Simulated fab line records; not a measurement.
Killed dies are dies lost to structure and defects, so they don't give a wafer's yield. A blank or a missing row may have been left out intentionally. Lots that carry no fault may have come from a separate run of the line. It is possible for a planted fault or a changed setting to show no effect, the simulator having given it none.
Which of the tools did it? ; flow sky130 ; 21 wafers from 7 lots sampled at 3 of the route's 708 steps

== WHAT THE GAUGES READ, wafer by wafer ==
SKY_SPACER_THK_MEAS_01.
lot;measured;on;SPACER_CVD_00_THK (nm)
L743;day 23 11:16;filmMetro-02;42.8 42.7 43.0
L745;day 24 12:03;filmMetro-04;43.9 43.4 43.2
L749;day 25 22:50;filmMetro-04;42.6 42.8 42.5
L751;day 26 06:36;filmMetro-03;42.8 43.0 42.6
L753;day 27 03:59;filmMetro-02;43.5 44.1 43.8
L758;day 28 19:51;filmMetro-02;43.4 43.2 43.3
L763;day 30 06:49;filmMetro-04;44.5 44.5 43.6

== TOOL THAT RAN EACH LOT (tool first, then ch and the chambers of the sampled wafers, then the start) ==
lot;SKY_POLY_GATE_ETCH_16;SKY_SPACER_CVD_00
L743;rieDiel-02 ch 0,2,3, day 16 22:35;lpcvd-02 ch 1, day 23 10:03
L745;rieDiel-04 ch 0,1,2, day 17 18:59;lpcvd-02 ch 0, day 24 10:51
L749;rieDiel-04 ch 1,2, day 19 09:22;lpcvd-02 ch 0, day 25 21:37
L751;rieDiel-02 ch 0,1,3, day 19 18:59;lpcvd-02 ch 1, day 26 05:23
L753;rieDiel-01 ch 0,1,2, day 20 16:34;lpcvd-02 ch 1, day 27 02:46
L758;rieDiel-04 ch 1,2, day 22 10:17;lpcvd-02 ch 1, day 28 18:38
L763;rieDiel-04 ch 0,2,3, day 24 01:56;lpcvd-02 ch 1, day 30 05:35
- SKY_POLY_GATE_ETCH_16: etches Si3N4 in CH3F/O2, stops on poly-Si, time 147.5 s, target depth 75 nm.
- SKY_SPACER_CVD_00: deposits Si3N4 from DCS/NH3, target thk 43.1 nm, time 740 s.

== THE ANSWER, worked out from the rows above alone ==
Rule: usual is defined by the lots themselves. Put in order of their means at a reading, lots are off if they are a third of the lots or fewer, leave a main group of 4 or more, and stand apart from it by a gap of 3 or more times the standard deviation of the main group's means; of several such gaps the widest counts. If all means in a main group match to the digits the tables above print for the reading, that group is not used. A lot without any number at a reading at which 4 lots or more have one is off too. Where the step has rows for the other lots, those lots are counted as sound.
No lot is off at any reading shown: from this, nothing can be told.

== WHAT THE SIMULATOR HAD PUT IN ==
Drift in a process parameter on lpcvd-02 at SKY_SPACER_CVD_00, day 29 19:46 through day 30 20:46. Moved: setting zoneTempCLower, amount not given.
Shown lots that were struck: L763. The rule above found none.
